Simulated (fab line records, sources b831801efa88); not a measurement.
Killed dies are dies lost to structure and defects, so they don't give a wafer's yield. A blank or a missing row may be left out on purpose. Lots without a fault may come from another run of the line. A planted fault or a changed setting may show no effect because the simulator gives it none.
fab line records | flow gf180mcu
record lots=5 wafers=15 last_day=33
route steps=602 shown POLY_GATE@158 HV_LDD@176
lots that met no fault: from a run of the same line without faults
start_h: hours from the record's first day to the start of the lot's first wafer shown | wait_h: hours since the lot's step before | " the same as in the row above | L1.1+2: a row that stands for several wafers | - no value, or no start given | * or withheld: withheld | < > ~ a bound
route shown NAME@n: a module of which the file shows steps, and the number in the route of the first | usual: mean/standard deviation of fault-free wafers | same: alike in all rows | chamber/n: place in a boat | sites: the reading at each site | _std_site: their standard deviation | _edge_site: outer sites' mean less inner sites' | radius_mm: how far each site lies from the wafer's centre | mask NAME#n: copy n | behind: the tool/chamber that last shaped the wafer | hold: why the lot was held/for how many hours/how that ended | device: the transistor (n, p or np) that didn't switch | end of line: the same wafers' tests at the end of the route | a step without rows: its recipe alone | killed: dies lost to structure and defects at the first sort, not the wafer's yield | map: a wafer's dies, x killed, . not, _ none there
set.NAME: the setting as run; set.NAME@STEP: as run at that earlier step | model.NAME: the simulator's own value behind a step, which no gauge read
lots at some steps of the route; a table a step, a row a wafer
services: from which hour (start_h, from the record's first day; less than 0 if before it) a tool's chamber was out of use, for how many hours, and why
## steps
# step GF_POLY_GATE_THK_MEAS_01
# recipe reads=poly-Si_of_POLY_GATE_CVD_00
# usual POLY_GATE_CVD_00_THK=199.6/1.9
# columns lot.wafer tool chamber start_h wait_h POLY_GATE_CVD_00_THK[nm]
L075.1 film_metro-03 - 186.39 0.0 199.0
L075.4 " - " " 199.8
L075.5 " - " " 199.1
L077.2 film_metro-01 - 197.19 0.0 201.1
L077.3 " - " " 203.3
L077.5 " - " " 203.7
L078.1 film_metro-01 - 208.16 0.0 197.8
L078.2 " - " " 197.1
L078.5 " - " " 197.1
L086.1 film_metro-03 - 260.52 0.0 199.6
L086.2 " - " " 198.5
L086.6 " - " " 198.9
L092.1 film_metro-02 - 314.89 0.1 197.4
L092.3 " - " " 197.9
L092.5 " - " " 197.7
# step GF_POLY_GATE_DEHYDRATE_02
# recipe temp_c=200 time_s=60
# columns lot.wafer tool chamber start_h wait_h
L075.1+4+5 litho_track-02 0 194.02 7.6
L077.2+3+5 litho_track-03 0 205.22 8.0
L078.1+2+5 litho_track-03 0 215.80 7.6
L086.1+2+6 litho_track-01 0 269.62 9.1
L092.1+3+5 litho_track-03 0 324.80 9.9
# step GF_POLY_GATE_HMDS_03
# recipe prime_time_s=60 prime_temp_c=120
# columns lot.wafer tool chamber start_h wait_h
L075.1+4+5 litho_track-02 0 194.17 0.1
L077.2+3+5 litho_track-03 0 205.37 0.1
L078.1+2+5 litho_track-03 0 215.95 0.1
L086.1+2+6 litho_track-01 0 269.77 0.1
L092.1+3+5 litho_track-03 0 324.95 0.1
# step GF_POLY_GATE_COAT_04
# recipe resist=BARC temp_c=withheld time_s=withheld spin_rpm=withheld resist_thk_nm=withheld
# columns lot.wafer tool chamber start_h wait_h
L075.1+4+5 litho_track-02 0 194.32 0.1
L077.2+3+5 litho_track-03 0 205.52 0.1
L078.1+2+5 litho_track-03 0 216.10 0.1
L086.1+2+6 litho_track-01 0 269.92 0.1
L092.1+3+5 litho_track-03 0 325.10 0.1
# step GF_POLY_GATE_COAT_05
# recipe resist=KrF spin_rpm=withheld resist_thk_nm=700
# columns lot.wafer tool chamber start_h wait_h
L075.1+4+5 litho_track-02 0 - -
L077.2+3+5 litho_track-03 0 - -
L078.1+2+5 litho_track-03 0 - -
L086.1+2+6 litho_track-01 0 - -
L092.1+3+5 litho_track-03 0 - -
# step GF_POLY_GATE_SOFTBAKE_06
# recipe temp_c=130 time_s=60 resist=KrF
# columns lot.wafer tool chamber start_h wait_h
L075.1+4+5 litho_track-02 0 - -
L077.2+3+5 litho_track-03 0 - -
L078.1+2+5 litho_track-03 0 - -
L086.1+2+6 litho_track-01 0 - -
L092.1+3+5 litho_track-03 0 - -
# step GF_POLY_GATE_EXPOSE_07
# recipe mask_id=Poly2 target_cd_nm=280 na=0.68 source_shape=conventional sigma_outer=0.6 dose_mj=28
# usual stage_vel_mm_s=500.01/0.23
# columns lot.wafer tool chamber start_h wait_h mask stage_vel_mm_s
L075.1 krf_scanner-01 0 - - Poly2#0 499.52
L075.4 " 0 " " Poly2#0 499.54
L075.5 " 0 " " Poly2#0 499.60
L077.2 krf_scanner-01 0 - - Poly2#0 500.42
L077.3 " 0 " " Poly2#0 500.40
L077.5 " 0 " " Poly2#0 500.26
L078.1 krf_scanner-01 0 - - Poly2#0 499.96
L078.2 " 0 " " Poly2#0 499.97
L078.5 " 0 " " Poly2#0 500.20
L086.1 krf_scanner-01 0 - - Poly2#0 499.92
L086.2 " 0 " " Poly2#0 500.19
L086.6 " 0 " " Poly2#0 499.83
L092.1 krf_scanner-01 0 - - Poly2#0 500.42
L092.3 " 0 " " Poly2#0 500.21
L092.5 " 0 " " Poly2#0 500.07
# step GF_POLY_GATE_PEB_08
# recipe peb_temp_c=135 peb_time_s=90 resist=KrF
# same peb_time_s=90
# columns lot.wafer tool chamber start_h wait_h
L075.1+4+5 litho_track-03 0 - -
L077.2+3+5 litho_track-03 0 - -
L078.1+2+5 litho_track-03 0 - -
L086.1+2+6 litho_track-01 0 - -
L092.1+3+5 litho_track-03 0 - -
# step GF_POLY_GATE_DEVELOP_09
# recipe develop_time_s=60 resist=KrF dev_temp_c=21
# usual developer_temp_C=20.97/0.12
# columns lot.wafer tool chamber start_h wait_h developer_temp_C
L075.1 litho_track-03 0 203.60 0.2 21.12
L075.4 " 0 " " 20.90
L075.5 " 0 " " 21.00
L077.2 litho_track-03 0 214.47 0.2 21.11
L077.3 " 0 " " 20.99
L077.5 " 0 " " 20.82
L078.1 litho_track-03 0 225.20 0.2 20.83
L078.2 " 0 " " 21.02
L078.5 " 0 " " 20.78
L086.1 litho_track-01 0 278.57 0.2 20.96
L086.2 " 0 " " 20.89
L086.6 " 0 " " 20.79
L092.1 litho_track-03 0 335.20 0.2 20.97
L092.3 " 0 " " 21.00
L092.5 " 0 " " 20.89
# step GF_POLY_GATE_CD_MEAS_10
# recipe target_cd_nm=280
# usual cd_nm=280.1/1
# columns lot.wafer tool chamber start_h wait_h cd_nm
L075.1 cd_sem-02 - 203.75 0.1 280.8
L075.4 " - " " 281.4
L075.5 " - " " 280.6
L077.2 cd_sem-01 - 214.62 0.1 278.5
L077.3 " - " " 277.7
L077.5 " - " " 278.5
L078.1 cd_sem-02 - 225.35 0.1 280.2
L078.2 " - " " 279.6
L078.5 " - " " 279.1
L086.1 cd_sem-01 - 278.72 0.1 279.0
L086.2 " - " " 280.2
L086.6 " - " " 280.6
L092.1 cd_sem-01 - 335.35 0.1 280.3
L092.3 " - " " 280.9
L092.5 " - " " 280.4
# step GF_POLY_GATE_OVL_MEAS_11
# usual POLY_GATE_OVL=1/6.3
# columns lot.wafer tool chamber start_h wait_h POLY_GATE_OVL[nm]
L075.1 overlay-01 - 203.87 0.1 -2
L075.4 " - " " -7
L075.5 " - " " 1
L077.2 overlay-01 - 214.72 0.1 -4
L077.3 " - " " 0
L077.5 " - " " -1
L078.1 overlay-01 - 225.47 0.1 5
L078.2 " - " " 7
L078.5 " - " " -2
L086.1 overlay-01 - 278.84 0.1 3
L086.2 " - " " -2
L086.6 " - " " 7
L092.1 overlay-01 - 335.47 0.1 16
L092.3 " - " " 12
L092.5 " - " " 11
# step GF_POLY_GATE_ETCH_12
# recipe chemistry=N2/H2 target_depth_a=withheld overetch_a=withheld time_s=withheld target=BARC ion_energy_ev=200 source_w=500 bias_w=100 pressure_mtorr=30 n2_flow_sccm=100 h2_flow_sccm=200
# usual drypump_motor_current_A=5.7/0.46 oes_product_au=0.736/0.0042 throttle_valve_pct=13.214/0.0082
# columns lot.wafer tool chamber start_h wait_h drypump_motor_current_A oes_product_au throttle_valve_pct
L075.1 rie_diel-01 3 203.90 0.0 5.4 0.738 13.213
L075.4 " 1 " " 5.0 0.736 13.214
L075.5 " 0 " " 5.5 0.729 13.219
L077.2 rie_diel-04 1 214.75 0.0 6.0 0.737 13.212
L077.3 " 0 " " 5.6 0.742 13.225
L077.5 " 1 " " 6.0 0.740 13.210
L078.1 rie_diel-04 0 225.50 0.0 5.6 0.735 13.223
L078.2 " 2 " " 5.4 0.733 13.206
L078.5 " 1 " " 6.0 0.735 13.224
L086.1 rie_diel-01 1 278.87 0.0 4.9 0.733 13.206
L086.2 " 3 " " 5.4 0.729 13.223
L086.6 " 2 " " 6.4 0.739 13.214
L092.1 rie_diel-01 1 335.50 0.0 4.9 0.736 13.212
L092.3 " 2 " " 6.4 0.737 13.204
L092.5 " 3 " " 5.3 0.737 13.217
# step GF_POLY_GATE_ETCH_13
# recipe target=poly-Si target_depth_nm=198.5 stop_on=SiO2 over_etch_frac=0.403 chemistry=HBr/Cl2 icp_w=400 bias_w=100 pressure_mtorr=10 HBr_flow_sccm=150 Cl2_flow_sccm=50 time_s=71.04
# usual drypump_motor_current_A=5.6/0.46 oes_product_au=0.986/0.0086 throttle_valve_pct=33.684/0.0092
# columns lot.wafer tool chamber start_h wait_h drypump_motor_current_A oes_product_au rf_hours_counter_h throttle_valve_pct
L075.1 rie_si-02 2 203.96 - 5.6 0.986 5 33.669
L075.4 " 0 " " 5.2 0.987 - 33.689
L075.5 " 3 " " 5.9 0.993 - 33.692
L077.2 rie_si-02 2 214.81 - 5.6 0.994 5 33.679
L077.3 " 3 " " 5.9 1.006 2 33.691
L077.5 " 3 " " 5.9 1.004 - 33.687
L078.1 rie_si-01 1 225.55 - 6.0 0.988 18 33.689
L078.2 " 2 " " 5.7 0.987 84 33.669
L078.5 " 0 " " 6.6 0.981 - 33.688
L086.1 rie_si-02 3 278.93 - 5.9 1.000 3 33.688
L086.2 " 1 " " 5.3 0.975 73 33.675
L086.6 " 3 " " 6.0 0.987 - 33.672
L092.1 rie_si-02 3 335.55 - 6.0 0.993 3 33.698
L092.3 " 0 " " 5.2 0.985 14 33.688
L092.5 " 0 " " 5.2 0.979 - 33.671
# step GF_POLY_GATE_STRIP_14
# recipe chemistry=O2/N2 power_w=1400 pressure_mtorr=1500 platen_temp_c=250 o2_flow_sccm=3000 n2_flow_sccm=300 overash_fraction=0.5
# usual drypump_motor_current_A=5.96/0.24 heater_power_w=365/43 oes_product_au=0.504/0.0051
# same overash_fraction=0.5
# columns lot.wafer tool chamber start_h wait_h drypump_motor_current_A heater_power_w oes_product_au rf_hours_counter_h
L075.1 plasma_asher-01 1 204.01 0.0 5.54 369 0.511 56
L075.4 " 1 " " 5.56 380 0.508 -
L075.5 " 0 " " 5.87 418 0.494 -
L077.2 plasma_asher-04 1 214.86 0.0 6.04 321 0.496 56
L077.3 " 1 " " 6.08 314 0.497 -
L077.5 " 0 " " 6.25 420 0.500 -
L078.1 plasma_asher-04 1 225.61 0.0 6.08 325 0.492 57
L078.2 " 0 " " 6.23 410 0.505 57
L078.5 " 1 " " 6.05 326 0.508 -
L086.1 plasma_asher-01 0 278.98 0.0 5.88 408 0.500 64
L086.2 " 1 " " 5.54 370 0.509 64
L086.6 " 0 " " 5.87 416 0.502 -
L092.1 plasma_asher-01 0 335.61 0.0 5.86 408 0.497 70
L092.3 " 1 " " 5.55 374 0.511 -
L092.5 " 1 " " 5.55 377 0.490 -
# step GF_POLY_GATE_CLEAN_15
# recipe chemistry=SC1/SC2 mix=1:4:20 temp_c=70 time_s=150 dry=n2_spin
# columns lot.wafer tool chamber start_h wait_h
L075.1+4+5 wet_bench-02 0 204.11 0.1
L077.2+3+5 wet_bench-02 3 214.96 0.1
L078.1+2+5 wet_bench-04 3 225.71 0.1
L086.1+2+6 wet_bench-02 0 279.08 0.1
L092.1+3+5 wet_bench-03 2 335.71 0.1
# step GF_POLY_GATE_OXIDATION_16
# recipe temp_c=850 ambient=O2 stabilise_s=600 purge_s=300 target_thk_a=40 ox_time_s=899
# usual ox_temp_c=850.0/0.44 zone_power_upper_pct=19.11/0.29
# columns lot.wafer tool chamber start_h wait_h ox_temp_c zone_power_upper_pct
L075.1 furnace-02 0 204.16 0.0 850.1 18.55
L075.4 " 0 " " 850.1 18.84
L075.5 " 0 " " 850.4 18.81
L077.2 furnace-02 0 215.01 0.0 849.7 19.32
L077.3 " 0 " " 849.5 18.83
L077.5 " 0 " " 849.5 18.63
L078.1 furnace-02 0 226.51 0.8 849.9 18.84
L078.2 " 0 " " 850.4 18.71
L078.5 " 0 " " 849.7 18.90
L086.1 furnace-01 0 282.98 3.9 850.2 19.19
L086.2 " 0 " " 849.3 19.19
L086.6 " 0 " " 849.8 19.10
L092.1 furnace-01 0 337.11 1.4 849.6 19.44
L092.3 " 0 " " 850.2 19.36
L092.5 " 0 " " 850.5 19.50
# step GF_POLY_GATE_THK_MEAS_17
# recipe reads=SiO2_of_POLY_GATE_OXIDATION_16
# usual POLY_GATE_OXIDATION_THK=4.00/0.082
# columns lot.wafer tool chamber start_h wait_h POLY_GATE_OXIDATION_THK[nm]
L075.1 film_metro-03 - 205.41 0.0 4.05
L075.4 " - " " 3.95
L075.5 " - " " 3.97
L077.2 film_metro-03 - 216.27 0.0 4.04
L077.3 " - " " 3.92
L077.5 " - " " 4.00
L078.1 film_metro-01 - 227.76 0.0 4.13
L078.2 " - " " 4.11
L078.5 " - " " 4.11
L086.1 film_metro-02 - 284.23 0.0 4.02
L086.2 " - " " 4.02
L086.6 " - " " 4.04
L092.1 film_metro-01 - 338.36 0.0 4.12
L092.3 " - " " 4.02
L092.5 " - " " 4.01
# step GF_POLY_GATE_CD_MEAS_18
# usual cd_nm=280.5/1.8
# columns lot.wafer tool chamber start_h wait_h cd_nm
L075.1 cd_sem-02 - 205.47 0.1 281.6
L075.4 " - " " 279.7
L075.5 " - " " 281.4
L077.2 cd_sem-02 - 216.35 0.1 278.5
L077.3 " - " " 278.1
L077.5 " - " " 279.1
L078.1 cd_sem-02 - 227.82 0.1 280.5
L078.2 " - " " 279.7
L078.5 " - " " 277.3
L086.1 cd_sem-01 - 284.29 0.1 277.2
L086.2 " - " " 281.0
L086.6 " - " " 280.7
L092.1 cd_sem-02 - 338.42 0.1 280.7
L092.3 " - " " 279.0
L092.5 " - " " 278.9
# step GF_HV_LDD_DEHYDRATE_00
# recipe temp_c=200 time_s=60
# columns lot.wafer tool chamber start_h wait_h
L075.1+4+5 litho_track-01 0 213.67 8.2
L077.2+3+5 litho_track-04 0 225.42 9.0
L078.1+2+5 litho_track-02 0 236.22 8.4
L086.1+2+6 litho_track-04 0 292.54 8.2
L092.1+3+5 litho_track-02 0 347.22 8.8
# step GF_HV_LDD_HMDS_01
# recipe prime_time_s=60 prime_temp_c=120
# columns lot.wafer tool chamber start_h wait_h
L075.1+4+5 litho_track-01 0 213.82 0.1
L077.2+3+5 litho_track-04 0 225.57 0.1
L078.1+2+5 litho_track-02 0 236.37 0.1
L086.1+2+6 litho_track-04 0 292.69 0.1
L092.1+3+5 litho_track-02 0 347.37 0.1
# step GF_HV_LDD_COAT_02
# recipe resist=NOVOLAK spin_rpm=3000 resist_thk_nm=1000
# columns lot.wafer tool chamber start_h wait_h
L075.1+4+5 litho_track-01 0 213.97 0.1
L077.2+3+5 litho_track-04 0 225.72 0.1
L078.1+2+5 litho_track-02 0 236.52 0.1
L086.1+2+6 litho_track-04 0 292.84 0.1
L092.1+3+5 litho_track-02 0 347.52 0.1
# step GF_HV_LDD_SOFTBAKE_03
# recipe temp_c=90 time_s=60 resist=NOVOLAK
# columns lot.wafer tool chamber start_h wait_h
L075.1+4+5 litho_track-01 0 214.12 0.1
L077.2+3+5 litho_track-04 0 225.87 0.1
L078.1+2+5 litho_track-02 0 236.67 0.1
L086.1+2+6 litho_track-04 0 292.99 0.1
L092.1+3+5 litho_track-02 0 347.67 0.1
# step GF_HV_LDD_EXPOSE_04
# recipe mask_id=Nplus_LV_AREA target_cd_nm=400 na=0.6 source_shape=conventional sigma_outer=0.6 dose_mj=140
# usual stage_vel_mm_s=500.03/0.23
# columns lot.wafer tool chamber start_h wait_h mask stage_vel_mm_s
L075.1 iline_stepper-01 0 - - Nplus_LV_AREA#0 500.16
L075.4 " 0 " " Nplus_LV_AREA#0 500.44
L075.5 " 0 " " Nplus_LV_AREA#0 499.93
L077.2 iline_stepper-01 0 - - Nplus_LV_AREA#0 499.95
L077.3 " 0 " " Nplus_LV_AREA#0 500.22
L077.5 " 0 " " Nplus_LV_AREA#0 500.10
L078.1 iline_stepper-01 0 - - Nplus_LV_AREA#0 499.95
L078.2 " 0 " " Nplus_LV_AREA#0 500.21
L078.5 " 0 " " Nplus_LV_AREA#0 500.23
L086.1 iline_stepper-02 0 - - Nplus_LV_AREA#0 500.23
L086.2 " 0 " " Nplus_LV_AREA#0 500.01
L086.6 " 0 " " Nplus_LV_AREA#0 500.81
L092.1 iline_stepper-02 0 - - Nplus_LV_AREA#0 500.33
L092.3 " 0 " " Nplus_LV_AREA#0 499.94
L092.5 " 0 " " Nplus_LV_AREA#0 500.19
# step GF_HV_LDD_PEB_05
# recipe temp_c=withheld time_s=* resist=NOVOLAK
# columns lot.wafer tool chamber start_h wait_h
L075.1+4+5 litho_track-04 0 - -
L077.2+3+5 litho_track-01 0 - -
L078.1+2+5 litho_track-04 0 - -
L086.1+2+6 litho_track-01 0 - -
L092.1+3+5 litho_track-04 0 - -
# step GF_HV_LDD_DEVELOP_06
# recipe develop_time_s=60 dev_temp_c=23
# usual developer_temp_C=23.01/0.1
# columns lot.wafer tool chamber start_h wait_h developer_temp_C
L075.1 litho_track-04 0 223.15 0.1 23.13
L075.4 " 0 " " 23.20
L075.5 " 0 " " 23.04
L077.2 litho_track-01 0 234.24 0.1 23.15
L077.3 " 0 " " 23.12
L077.5 " 0 " " 23.07
L078.1 litho_track-04 0 246.09 0.1 22.94
L078.2 " 0 " " 22.76
L078.5 " 0 " " 22.78
L086.1 litho_track-01 0 302.42 0.1 22.92
L086.2 " 0 " " 22.92
L086.6 " 0 " " 22.93
L092.1 litho_track-04 0 358.89 0.1 22.95
L092.3 " 0 " " 22.98
L092.5 " 0 " " 22.92
# step GF_HV_LDD_CD_MEAS_07
# recipe target_cd_nm=400
# usual cd_nm=400.4/2.3
# columns lot.wafer tool chamber start_h wait_h cd_nm
L075.1 cd_sem-01 - 223.30 0.1 398.3
L075.4 " - " " 400.3
L075.5 " - " " 396.6
L077.2 cd_sem-01 - 234.39 0.1 400.2
L077.3 " - " " 400.4
L077.5 " - " " 399.4
L078.1 cd_sem-01 - 246.24 0.1 401.1
L078.2 " - " " 401.8
L078.5 " - " " 400.4
L086.1 cd_sem-01 - 302.57 0.1 401.2
L086.2 " - " " 401.9
L086.6 " - " " 402.2
L092.1 cd_sem-02 - 359.04 0.1 401.3
L092.3 " - " " 402.0
L092.5 " - " " 398.8
# step GF_HV_LDD_OVL_MEAS_08
# usual HV_LDD_OVL=0.2/1.3
# columns lot.wafer tool chamber start_h wait_h HV_LDD_OVL[nm]
L075.1 overlay-02 - 223.42 0.1 -1.8
L075.4 " - " " -0.1
L075.5 " - " " -1.4
L077.2 overlay-02 - 234.50 0.1 -1.0
L077.3 " - " " -0.6
L077.5 " - " " 0.1
L078.1 overlay-02 - 246.36 0.1 1.5
L078.2 " - " " 3.5
L078.5 " - " " 4.0
L086.1 overlay-02 - 302.69 0.1 -0.2
L086.2 " - " " -1.3
L086.6 " - " " -0.7
L092.1 overlay-02 - 359.16 0.1 1.6
L092.3 " - " " 0.0
L092.5 " - " " -1.3
# step GF_HV_LDD_IMPLANT_09
# recipe species=As energy_kev=38.84 dose_cm2=1e+14 tilt_deg=7
# columns lot.wafer tool chamber start_h wait_h
L075.1+4+5 implanter-02 0 223.45 0.0
L077.2+3+5 implanter-01 0 234.55 0.0
L078.1+2+5 implanter-01 0 246.40 0.0
L086.1+2+6 implanter-02 0 302.72 0.0
L092.1+3+5 implanter-01 0 359.20 0.0
# step GF_HV_LDD_STRIP_10
# recipe chemistry=O2/N2 power_w=1400 pressure_mtorr=1500 platen_temp_c=250 o2_flow_sccm=3000 n2_flow_sccm=300 overash_fraction=0.5
# usual drypump_motor_current_A=5.86/0.24 heater_power_w=348/40 oes_product_au=0.716/0.0049 strip_time_to_endpoint_s=12.64/0.038
# same overash_fraction=0.5
# columns lot.wafer tool chamber start_h wait_h drypump_motor_current_A heater_power_w oes_product_au rf_hours_counter_h strip_time_to_endpoint_s
L075.1 plasma_asher-02 0 223.60 0.1 5.94 312 0.707 10 12.65
L075.4 " 0 " " 5.93 314 0.720 - 12.61
L075.5 " 0 " " 5.92 314 0.721 - 12.60
L077.2 plasma_asher-02 0 234.68 0.1 5.93 320 0.716 11 12.62
L077.3 " 0 " " 5.94 314 0.716 - 12.62
L077.5 " 0 " " 5.93 315 0.715 - 12.59
L078.1 plasma_asher-01 0 246.55 0.1 5.84 407 0.713 60 12.68
L078.2 " 1 " " 5.55 372 0.711 60 12.72
L078.5 " 0 " " 5.84 423 0.725 - 12.69
L086.1 plasma_asher-01 0 302.87 0.1 5.89 417 0.720 67 12.57
L086.2 " 1 " " 5.56 375 0.717 67 12.57
L086.6 " 1 " " 5.56 387 0.714 - 12.60
L092.1 plasma_asher-03 0 359.35 0.1 5.29 366 0.719 54 12.67
L092.3 " 1 " " 6.07 333 0.721 - 12.66
L092.5 " 1 " " 6.09 335 0.709 - 12.67
# step GF_HV_LDD_TW_MEAS_11
# usual HV_LDD_TW=2397/23
# columns lot.wafer tool chamber start_h wait_h HV_LDD_TW
L075.1 film_metro-01 - 223.70 0.1 2383
L075.4 " - " " 2378
L075.5 " - " " 2378
L077.2 film_metro-04 - 234.79 0.1 2432
L077.3 " - " " 2429
L077.5 " - " " 2422
L078.1 film_metro-03 - 246.65 0.1 2392
L078.2 " - " " 2398
L078.5 " - " " 2379
L086.1 film_metro-04 - 302.97 0.1 2420
L086.2 " - " " 2408
L086.6 " - " " 2400
L092.1 film_metro-01 - 359.45 0.1 2382
L092.3 " - " " 2384
L092.5 " - " " 2371
# step GF_HV_LDD_DEHYDRATE_12
# recipe temp_c=200 time_s=60
# columns lot.wafer tool chamber start_h wait_h
L075.1+4+5 litho_track-02 0 232.12 8.4
L077.2+3+5 litho_track-01 0 243.84 9.0
L078.1+2+5 litho_track-02 0 254.87 8.2
L086.1+2+6 litho_track-01 0 311.97 9.0
L092.1+3+5 litho_track-01 0 369.57 10.1
# step GF_HV_LDD_HMDS_13
# recipe prime_time_s=60 prime_temp_c=120
# columns lot.wafer tool chamber start_h wait_h
L075.1+4+5 litho_track-02 0 232.27 0.1
L077.2+3+5 litho_track-01 0 243.99 0.1
L078.1+2+5 litho_track-02 0 255.02 0.1
L086.1+2+6 litho_track-01 0 312.12 0.1
L092.1+3+5 litho_track-01 0 369.72 0.1
# step GF_HV_LDD_COAT_14
# recipe resist=NOVOLAK spin_rpm=3000 resist_thk_nm=1000
# columns lot.wafer tool chamber start_h wait_h
L075.1+4+5 litho_track-02 0 232.42 0.1
L077.2+3+5 litho_track-01 0 244.14 0.1
L078.1+2+5 litho_track-02 0 255.17 0.1
L086.1+2+6 litho_track-01 0 312.27 0.1
L092.1+3+5 litho_track-01 0 369.87 0.1
# step GF_HV_LDD_SOFTBAKE_15
# recipe temp_c=90 time_s=60 resist=NOVOLAK
# columns lot.wafer tool chamber start_h wait_h
L075.1+4+5 litho_track-02 0 232.57 0.1
L077.2+3+5 litho_track-01 0 244.29 0.1
L078.1+2+5 litho_track-02 0 255.32 0.1
L086.1+2+6 litho_track-01 0 312.42 0.1
L092.1+3+5 litho_track-01 0 370.02 0.1
# step GF_HV_LDD_EXPOSE_16
# recipe mask_id=Pplus_LV_AREA target_cd_nm=400 na=0.6 source_shape=conventional sigma_outer=0.6 dose_mj=140
# usual stage_vel_mm_s=500.02/0.26
# columns lot.wafer tool chamber start_h wait_h mask stage_vel_mm_s
L075.1 iline_stepper-01 0 - - Pplus_LV_AREA#0 500.03
L075.4 " 0 " " Pplus_LV_AREA#0 499.69
L075.5 " 0 " " Pplus_LV_AREA#0 499.89
L077.2 iline_stepper-01 0 - - Pplus_LV_AREA#0 499.81
L077.3 " 0 " " Pplus_LV_AREA#0 499.41
L077.5 " 0 " " Pplus_LV_AREA#0 499.85
L078.1 iline_stepper-01 0 - - Pplus_LV_AREA#0 500.08
L078.2 " 0 " " Pplus_LV_AREA#0 499.86
L078.5 " 0 " " Pplus_LV_AREA#0 500.10
L086.1 iline_stepper-02 0 - - Pplus_LV_AREA#0 500.04
L086.2 " 0 " " Pplus_LV_AREA#0 500.51
L086.6 " 0 " " Pplus_LV_AREA#0 500.21
L092.1 iline_stepper-02 0 - - Pplus_LV_AREA#0 499.81
L092.3 " 0 " " Pplus_LV_AREA#0 500.05
L092.5 " 0 " " Pplus_LV_AREA#0 499.99
# step GF_HV_LDD_PEB_17
# recipe temp_c=withheld time_s=* resist=NOVOLAK
# columns lot.wafer tool chamber start_h wait_h
L075.1+4+5 litho_track-01 0 - -
L077.2+3+5 litho_track-02 0 - -
L078.1+2+5 litho_track-02 0 - -
L086.1+2+6 litho_track-04 0 - -
L092.1+3+5 litho_track-01 0 - -
# step GF_HV_LDD_DEVELOP_18
# recipe develop_time_s=60 dev_temp_c=23
# usual developer_temp_C=23.00/0.093
# columns lot.wafer tool chamber start_h wait_h developer_temp_C
L075.1 litho_track-01 0 241.82 0.1 23.09
L075.4 " 0 " " 22.94
L075.5 " 0 " " 23.07
L077.2 litho_track-02 0 253.49 0.1 22.94
L077.3 " 0 " " 22.99
L077.5 " 0 " " 23.06
L078.1 litho_track-02 0 264.07 0.1 23.12
L078.2 " 0 " " 23.17
L078.5 " 0 " " 23.09
L086.1 litho_track-04 0 322.09 0.1 23.04
L086.2 " 0 " " 22.96
L086.6 " 0 " " 23.04
L092.1 litho_track-01 0 381.42 0.1 22.96
L092.3 " 0 " " 23.02
L092.5 " 0 " " 22.95
# step GF_HV_LDD_CD_MEAS_19
# recipe target_cd_nm=400
# usual cd_nm=399.4/2.1
# columns lot.wafer tool chamber start_h wait_h cd_nm
L075.1 cd_sem-02 - 241.97 0.1 396.1
L075.4 " - " " 396.0
L075.5 " - " " 394.8
L077.2 cd_sem-02 - 253.64 0.1 397.5
L077.3 " - " " 398.2
L077.5 " - " " 397.7
L078.1 cd_sem-02 - 264.22 0.1 397.8
L078.2 " - " " 400.7
L078.5 " - " " 398.2
L086.1 cd_sem-01 - 322.24 0.1 398.1
L086.2 " - " " 396.4
L086.6 " - " " 396.8
L092.1 cd_sem-01 - 381.57 0.1 399.9
L092.3 " - " " 401.1
L092.5 " - " " 401.7
# step GF_HV_LDD_OVL_MEAS_20
# usual HV_LDD_01_OVL=1.6/1.6
# columns lot.wafer tool chamber start_h wait_h HV_LDD_01_OVL[nm]
L075.1 overlay-01 - 242.09 0.1 1.4
L075.4 " - " " 1.8
L075.5 " - " " 1.0
L077.2 overlay-02 - 253.75 0.1 4.2
L077.3 " - " " 3.6
L077.5 " - " " 4.0
L078.1 overlay-01 - 264.34 0.1 2.7
L078.2 " - " " 2.5
L078.5 " - " " 1.7
L086.1 overlay-01 - 322.36 0.1 1.1
L086.2 " - " " 1.1
L086.6 " - " " 1.4
L092.1 overlay-01 - 381.69 0.1 -1.5
L092.3 " - " " -1.0
L092.5 " - " " -1.0
# step GF_HV_LDD_IMPLANT_21
# recipe species=BF2 energy_kev=25 dose_cm2=5e+13 tilt_deg=7
# columns lot.wafer tool chamber start_h wait_h
L075.1+4+5 implanter-02 0 242.13 0.0
L077.2+3+5 implanter-03 0 253.80 0.0
L078.1+2+5 implanter-02 0 264.38 0.0
L086.1+2+6 implanter-02 0 322.40 0.0
L092.1+3+5 implanter-01 0 381.72 0.0
# step GF_HV_LDD_STRIP_22
# recipe chemistry=O2/N2 power_w=1400 pressure_mtorr=1500 platen_temp_c=250 o2_flow_sccm=3000 n2_flow_sccm=300 overash_fraction=0.5
# usual drypump_motor_current_A=5.79/0.27 heater_power_w=359/39 oes_product_au=0.716/0.0044 strip_time_to_endpoint_s=12.64/0.036
# same overash_fraction=0.5
# columns lot.wafer tool chamber start_h wait_h drypump_motor_current_A heater_power_w oes_product_au rf_hours_counter_h strip_time_to_endpoint_s
L075.1 plasma_asher-01 0 242.28 0.1 5.86 410 0.704 59 12.67
L075.4 " 0 " " 5.84 407 0.711 - 12.62
L075.5 " 1 " " 5.57 376 0.721 - 12.68
L077.2 plasma_asher-01 0 253.93 0.1 5.89 410 0.717 61 12.64
L077.3 " 1 " " 5.52 374 0.715 - 12.65
L077.5 " 0 " " 5.89 419 0.711 - 12.64
L078.1 plasma_asher-02 1 264.53 0.1 6.10 309 0.708 14 12.71
L078.2 " 0 " " 5.92 314 0.704 14 12.74
L078.5 " 0 " " 5.93 322 0.716 - 12.69
L086.1 plasma_asher-02 1 322.55 0.1 6.11 310 0.715 21 12.67
L086.2 " 0 " " 5.93 317 0.719 21 12.70
L086.6 " 0 " " 5.93 305 0.711 - 12.65
L092.1 plasma_asher-03 0 381.87 0.1 5.29 356 0.718 57 12.63
L092.3 " 1 " " 6.05 340 0.718 - 12.67
L092.5 " 1 " " 6.06 325 0.712 - 12.64
## services
# columns tool chamber start_h hours kind
plasma_asher-01 - 170.09 1.5 repair
rie_diel-01 2 171.84 2.4 repair
krf_scanner-01 - 181.56 1.0 pm
rie_si-02 1 196.00 32.2 repair
krf_scanner-01 - 200.98 0.8 pm
implanter-02 - 210.45 2.3 repair
implanter-01 - 218.23 1.8 repair
implanter-01 - 221.38 2.5 pm
krf_scanner-01 - 246.44 0.3 repair
rie_si-02 2 261.48 5.9 repair
iline_stepper-01 - 278.81 1.9 repair
krf_scanner-01 - 281.10 5.3 repair
krf_scanner-01 - 292.21 1.3 pm
plasma_asher-02 - 299.49 4.1 repair
iline_stepper-01 - 311.91 1.7 pm
implanter-02 - 322.56 7.7 repair
rie_si-02 0 326.73 7.2 repair
implanter-01 - 330.13 2.0 repair
iline_stepper-02 - 331.50 2.1 pm
implanter-02 - 336.15 2.7 pm
krf_scanner-01 - 350.47 1.0 pm
krf_scanner-01 - 373.29 0.8 pm
plasma_asher-02 - 380.25 4.2 repair
iline_stepper-02 - 380.51 1.7 pm
## key
fault none
